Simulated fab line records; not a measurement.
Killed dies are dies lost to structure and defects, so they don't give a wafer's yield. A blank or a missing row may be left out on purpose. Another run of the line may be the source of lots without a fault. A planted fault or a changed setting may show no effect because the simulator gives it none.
A lot that was struck, set against a sound lot + flow sky130 + 15 steps out of a route of 708
Sound: the wafers L124.1, L124.3, L124.6. Wafers L113.1, L113.2, L113.3 were the ones struck. At the end, the cause is stated.
Order at every step that has rows: each side's tool, ch and its chambers, its first start. Under that, the readings that differ: sound wafers + struck wafers + difference of the means + sigmas: that difference in standard deviations of wafers without a fault.
alike: a reading whose means differ by less than 2 such deviations, as well as words and numbers matching on both sides. not compared: withheld readings; readings where some wafer has no value; bounds like >300 that might hide an equal value; numbers whose values overlap and for which the record gives no deviation.
A row with sigmas, a row that says differs or no value, or rows on one side alone: a step with any of these is where the two part. Numbers that have no deviation but don't overlap get no sigmas and don't part them. A reading missing from all wafers of one side parts the sides only when that side holds two or more wafers.

first, 5 steps without rows for these wafers: SKY_LDD_N_COAT_02 (resist thk 300 nm); SKY_LDD_N_SOFTBAKE_03 (time 60 s); SKY_LDD_N_EXPOSE_04 (exposes mask NTM, target cd 840 nm); SKY_LDD_N_PEB_05; SKY_LDD_N_DEVELOP_06 (develop time 60 s).
SKY_LDD_N_OVL_MEAS_07:
  sound on overlay-01 at day 25 07:19; struck on overlay-02 at day 21 10:46
| reading        | sound        | struck         | difference | sigmas |
|----------------|--------------|----------------|------------|--------|
| LDD_N_OVL (nm) | -0.7 1.3 2.1 | -2.8 -2.0 -1.1 | -2.9       | -2     |
then, 6 steps without rows for these wafers: SKY_LDD_N_IMPLANT_08; SKY_LDD_N_IMPLANT_09; SKY_LDD_N_IMPLANT_10; SKY_LDD_N_IMPLANT_11; SKY_LDD_N_IMPLANT_12; SKY_LDD_N_IMPLANT_13.
SKY_LDD_N_IMPLANT_14:
  sound on implanter-03 ch 0, day 25 08:15; struck on implanter-03 ch 0, day 21 11:41
| reading                   | sound                | struck               | difference | sigmas      |
|---------------------------|----------------------|----------------------|------------|-------------|
| beam_energy_keV           | 50.007 50.000 50.019 | 48.093 48.071 48.079 | -1.928     | -99 or more |
| model.implant.rp_nm (nm)  | 32.56 32.56 32.56    | 31.14 31.14 31.14    | -1.42      |             |
| model.implant.drp_nm (nm) | 18.83 18.83 18.83    | 18.3 18.3 18.3       | -0.5       |             |
following that, these wafers have no rows for 1 step: SKY_LDD_N_IMPLANT_15.
SKY_PAD_OPEN_PROBE_99:
  sound wafers here have rows in the record (prober-02, day 50 22:08); struck ones have none

WHERE THEY PART
At SKY_LDD_N_OVL_MEAS_07 first; at SKY_PAD_OPEN_PROBE_99 last (within this record only).

WHY: whatever the simulator had introduced
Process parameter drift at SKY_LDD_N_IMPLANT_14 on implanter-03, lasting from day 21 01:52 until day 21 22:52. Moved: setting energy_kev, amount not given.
